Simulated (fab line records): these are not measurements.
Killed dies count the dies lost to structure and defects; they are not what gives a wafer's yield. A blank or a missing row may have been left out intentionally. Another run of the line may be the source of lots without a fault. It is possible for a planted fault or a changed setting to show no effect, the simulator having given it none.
Which tool is to blame?	flow gf180mcu	72 wafers from 24 lots sampled at 6 of the route's 602 steps

== WHAT THE GAUGES SHOWED, per wafer ==
GF_HV_LDD_TW_MEAS_38. Usual: HV_LDD_3_TW gives 1427 (standard deviation 17).
lot	measured	on	HV_LDD_3_TW	flag
L074	day 11 10:17	filmMetro-03	1402 1397 1399	
L075	day 11 12:34	filmMetro-01	1443 1444 1437	
L076	day 12 00:27	filmMetro-03	1410 1411 1408	
L077	day 12 11:27	filmMetro-01	1430 1432 1424	
L078	day 12 16:45	filmMetro-01	1434 1442 1437	
L079	day 12 23:45	filmMetro-01	1441 1433 1438	
L080	day 13 11:06	filmMetro-01	1421 1426 1425	
L081	day 13 18:02	filmMetro-01	1424 1429 1432	
L082	day 14 00:45	filmMetro-01	1434 1442 1437	
L083	day 14 05:59	filmMetro-01	1431 1430 1430	
L084	day 14 15:23	filmMetro-04	1449 1436 1448	
L085	day 14 18:32	filmMetro-01	1434 1434 1436	
L086	day 15 12:04	filmMetro-04	1439 1446 1442	
L087	day 15 18:16	filmMetro-03	1409 1413 1413	
L088	day 15 22:07	filmMetro-04	1446 1438 1439	
L089	day 16 17:07	filmMetro-03	1401 1395 1396	
L090	day 17 04:16	filmMetro-01	1434 1442 1445	
L091	day 17 07:31	filmMetro-03	1402 1399 1399	
L092	day 17 14:06	filmMetro-03	1397 1396 1393	
L093	day 18 02:50	filmMetro-04	1440 1444 1449	
L094	day 18 09:44	filmMetro-04	1450 1448 1449	
L095	day 18 15:42	filmMetro-03	1406 1402 1409	
L096	day 18 20:42	filmMetro-01	1425 1423 1429	
L097	day 19 07:55	filmMetro-04	1440 1443 1440	

GF_V2_CD_MEAS_14: the cd target is 260 nm. Usual: cdNm at 260.2 nm, with a standard deviation of 1.2.
lot	measured	on	cdNm (nm)	flag
L074	day 19 23:53	cdSem-01	259.1 261.2 261.7	
L075	day 20 02:31	cdSem-01	261.6 261.4 260.4	
L076	day 20 17:14	cdSem-01	260.2 259.4 259.4	
L077	day 21 05:00	cdSem-02	260.0 258.1 258.9	
L078	day 21 14:56	cdSem-01	259.5 259.9 258.6	
L079	day 21 21:53	cdSem-01	260.4 259.8 260.3	
L080	day 22 11:17	cdSem-02	260.1 259.9 261.8	
L081	day 22 19:29	cdSem-01	260.2 260.3 260.9	
L082	day 23 00:31	cdSem-02	260.0 260.7 261.1	
L083	day 23 09:32	cdSem-01	259.0 259.6 260.7	
L084	day 23 20:43	cdSem-02	262.4 260.8 262.1	
L085	day 23 23:26	cdSem-01	261.4 261.3 260.7	
L086	day 24 18:43	cdSem-02	261.6 261.7 261.2	
L087	day 25 00:17	cdSem-02	260.5 259.5 260.2	
L088	day 25 04:08	cdSem-02	260.6 261.0 259.8	
L089	day 25 23:12	cdSem-01	261.6 260.4 262.4	
L090	day 26 09:01	cdSem-01	258.1 259.0 258.2	
L091	day 26 12:23	cdSem-01	262.8 262.5 262.9	
L092	day 26 18:35	cdSem-01	259.8 259.0 260.6	
L093	day 27 03:44	cdSem-01	259.0 258.2 258.6	
L094	day 27 09:50	cdSem-02	260.9 262.1 260.8	
L095	day 27 17:26	cdSem-02	258.9 258.8 259.1	
L096	day 27 19:50	cdSem-01	258.7 259.8 259.9	
L097	day 28 04:56	cdSem-01	260.9 260.3 259.5	

GF_M3_CD_MEAS_14: the cd target is 280 nm. Usual: cdNm at 279.6 nm, with a standard deviation of 1.
lot	measured	on	cdNm (nm)	flag
L074	day 21 01:38	cdSem-02	279.8 279.4 279.5	
L075	day 21 03:56	cdSem-02	280.1 279.5 279.1	
L076	day 21 19:26	cdSem-01	280.2 280.6 280.6	
L077	day 22 06:38	cdSem-01	280.3 280.0 281.6	
L078	day 22 16:43	cdSem-01	279.0 278.8 279.8	
L079	day 22 23:22	cdSem-01	280.3 280.8 281.0	
L080	day 23 12:34	cdSem-01	280.7 280.6 279.8	
L081	day 23 20:20	cdSem-02	280.7 279.7 280.6	
L082	day 24 01:05	cdSem-02	278.3 278.7 278.4	
L083	day 24 09:13	cdSem-01	277.5 278.6 279.1	
L084	day 24 20:47	cdSem-01	279.0 280.6 278.9	
L085	day 24 23:11	cdSem-01	278.7 278.9 278.4	
L086	day 25 18:28	cdSem-02	280.1 279.9 280.0	
L087	day 25 23:59	cdSem-01	279.3 279.7 278.8	
L088	day 26 03:36	cdSem-01	278.4 277.3 279.0	
L089	day 26 21:41	cdSem-02	279.8 279.2 280.3	
L090	day 27 06:59	cdSem-02	280.0 281.8 281.7	
L091	day 27 10:56	cdSem-01	279.3 280.8 280.2	
L092	day 27 16:19	cdSem-01	279.2 278.6 278.2	
L093	day 28 01:40	cdSem-01	279.4 280.5 280.3	
L094	day 28 07:36	cdSem-01	281.6 280.6 279.4	
L095	day 28 14:25	cdSem-01	278.6 279.6 278.8	
L096	day 28 17:32	cdSem-02	279.8 280.8 280.1	
L097	day 29 03:56	cdSem-01	279.5 279.1 280.6	

GF_V5_OVL_MEAS_15. Usual: V5_OVL gives 0 nm (standard deviation 5.8).
lot	measured	on	V5_OVL (nm)	flag
L074	day 27 00:40	overlay-02	1 -1 2	
L075	day 27 02:46	overlay-02	2 -3 2	
L076	day 27 16:34	overlay-01	3 -1 0	
L077	day 28 01:20	overlay-01	3 -2 -6	
L078	day 28 09:54	overlay-02	-1 -10 -5	
L079	day 28 15:30	overlay-01	-1 -1 6	
L080	day 29 03:58	overlay-02	-1 -7 6	
L081	day 29 07:07	overlay-01	-5 3 -3	
L082	day 29 16:33	overlay-01	-9 -6 -15	
L083	day 29 18:26	overlay-02	6 4 7	
L084	day 30 05:01	overlay-02	1 4 6	
L085	day 30 08:04	overlay-01	4 6 8	
L086	day 31 00:25	overlay-01	-10 -7 -8	
L087	day 31 04:22	overlay-01	-5 0 4	
L088	day 31 06:32	overlay-02	-8 1 -11	
L089	day 31 21:34	overlay-01	1 4 12	
L090	day 32 08:56	overlay-02	-2 -5 8	
L091	day 32 13:28	overlay-02	8 12 12	
L092	day 32 13:41	overlay-01	-13 -14 -10	
L093	day 32 21:28	overlay-01	-1 -1 -11	
L094	day 33 03:10	overlay-02	-6 -3 2	
L095	day 33 06:31	overlay-01	3 -1 0	
L096	day 33 08:52	overlay-02	14 8 2	
L097	day 33 17:22	overlay-02	1 7 2	

== WHAT TOOL EACH LOT RAN ON (gives the tool, then ch and the chambers of the sampled wafers, and finally the start) ==
lot	GF_V2_ETCH_16	GF_M4_SPUTTER_00
L074	rieDiel-01 ch 2,3, day 19 23:59	pvdSputter-01, day 22 04:47
L075	rieDiel-02 ch 1,2,3, day 20 02:39	pvdSputter-04, day 22 06:21
L076	rieDiel-03 ch 0,1,2, day 20 17:24	pvdSputter-01, day 22 22:49
L077	rieDiel-03 ch 0,1, day 21 05:09	pvdSputter-01, day 23 09:01
L078	rieDiel-02 ch 1,2, day 21 15:06	pvdSputter-04, day 23 18:55
L079	rieDiel-01 ch 0,2, day 21 22:03	pvdSputter-03, day 24 01:27
L080	rieDiel-01 ch 1,2, day 22 11:27	pvdSputter-04, day 24 13:33
L081	rieDiel-01 ch 0,2, day 22 19:39	pvdSputter-04, day 24 21:08
L082	rieDiel-02 ch 0,1,2, day 23 00:41	pvdSputter-01, day 25 02:48
L083	rieDiel-01 ch 0,1,2, day 23 09:42	pvdSputter-01, day 25 09:45
L084	rieDiel-03 ch 2,3, day 23 20:51	pvdSputter-03, day 25 21:25
L085	rieDiel-03 ch 0,1,3, day 23 23:32	pvdSputter-03, day 26 00:35
L086	rieDiel-02 ch 0,2, day 24 18:50	pvdSputter-01, day 26 18:50
L087	rieDiel-03 ch 1,3, day 25 00:24	pvdSputter-03, day 26 23:32
L088	rieDiel-03 ch 1,2, day 25 04:17	pvdSputter-01, day 27 03:00
L089	rieDiel-01 ch 1,2, day 25 23:19	pvdSputter-03, day 27 20:56
L090	rieDiel-01 ch 0,1,2, day 26 09:09	pvdSputter-03, day 28 05:33
L091	rieDiel-02 ch 0,1,3, day 26 12:30	pvdSputter-03, day 28 09:41
L092	rieDiel-01 ch 0,1, day 26 18:45	pvdSputter-01, day 28 15:35
L093	rieDiel-02 ch 0,1,2, day 27 03:53	pvdSputter-03, day 29 00:09
L094	rieDiel-03 ch 0,1, day 27 09:56	pvdSputter-04, day 29 06:22
L095	rieDiel-01 ch 0,1,2, day 27 17:33	pvdSputter-01, day 29 11:44
L096	rieDiel-01 ch 0,1, day 27 20:00	pvdSputter-01, day 29 14:27
L097	rieDiel-01 ch 1,2,3, day 28 05:05	pvdSputter-03, day 30 00:59
- GF_V2_ETCH_16: etches BARC in N2/H2.
- GF_M4_SPUTTER_00: material Ti, target thk 37.5 nm, time 150 s.

== WHAT THE TOOLS THEMSELVES READ (means of the sampled wafers that have a number; where no wafer has one, the mark that the record gives instead) ==
GF_V2_ETCH_16. Usual: drypumpMotorCurrentA 5.7 A, standard deviation 0.44; oesProductAu 0.854 a.u., standard deviation 0.0047; throttleValvePct 13.225 %, standard deviation 0.0093.
lot	tool	drypumpMotorCurrentA (A)	oesProductAu (a.u.)	throttleValvePct (%)	flag
L074	rieDiel-01	5.7	0.859	13.224	
L075	rieDiel-02	5.5	0.855	13.227	
L076	rieDiel-03	5.8	0.847	13.229	
L077	rieDiel-03	5.9	0.856	13.229	
L078	rieDiel-02	5.0	0.857	13.221	
L079	rieDiel-01	5.8	0.853	13.214	
L080	rieDiel-01	5.7	0.855	13.222	
L081	rieDiel-01	5.8	0.855	13.222	
L082	rieDiel-02	5.5	0.850	13.222	
L083	rieDiel-01	5.7	0.854	13.230	
L084	rieDiel-03	5.8	0.853	13.225	
L085	rieDiel-03	5.6	0.858	13.228	
L086	rieDiel-02	5.4	0.862	13.226	
L087	rieDiel-03	5.3	0.853	13.216	
L088	rieDiel-03	5.7	0.851	13.234	
L089	rieDiel-01	5.6	0.854	13.231	
L090	rieDiel-01	5.7	0.854	13.226	
L091	rieDiel-02	6.1	0.853	13.219	
L092	rieDiel-01	5.7	0.855	13.238	
L093	rieDiel-02	5.5	0.856	13.220	
L094	rieDiel-03	5.6	0.854	13.225	
L095	rieDiel-01	5.7	0.856	13.234	
L096	rieDiel-01	5.6	0.851	13.222	
L097	rieDiel-01	5.6	0.853	13.226	

GF_M4_SPUTTER_00. Usual: throttleValvePct at 30.5 %, with a standard deviation of 1.3.
lot	tool	throttleValvePct (%)	flag
L074	pvdSputter-01	30.8	
L075	pvdSputter-04	29.6	
L076	pvdSputter-01	30.9	
L077	pvdSputter-01	31.8	
L078	pvdSputter-04	29.1	
L079	pvdSputter-03	30.2	
L080	pvdSputter-04	30.0	
L081	pvdSputter-04	29.0	
L082	pvdSputter-01	31.4	
L083	pvdSputter-01	31.7	
L084	pvdSputter-03	30.4	
L085	pvdSputter-03	29.6	
L086	pvdSputter-01	31.6	
L087	pvdSputter-03	30.8	
L088	pvdSputter-01	30.9	
L089	pvdSputter-03	30.7	
L090	pvdSputter-03	30.4	
L091	pvdSputter-03	30.1	
L092	pvdSputter-01	31.3	
L093	pvdSputter-03	30.0	
L094	pvdSputter-04	29.2	
L095	pvdSputter-01	31.8	
L096	pvdSputter-01	32.0	
L097	pvdSputter-03	31.6	

== THE ANSWER, worked out from the rows above alone ==
Rule: take the mean of a lot's wafers that have a number; if it is more than 3 standard deviations from the usual mean, the lot is off. A lot without any number at a reading at which 4 lots or more have one is off too. All remaining lots with rows at the step are treated as sound. The gauges are gone through in route order, then the tools' own readings, and for those a lot's mean is taken as printed above. The first step at which some lot is off is used, and at that step the reading that is off furthest; a lot without a number counts as furthest.
Across all readings shown, no lot is off: no conclusion can be drawn from this.

== WHAT WAS PUT IN BY THE SIMULATOR ==
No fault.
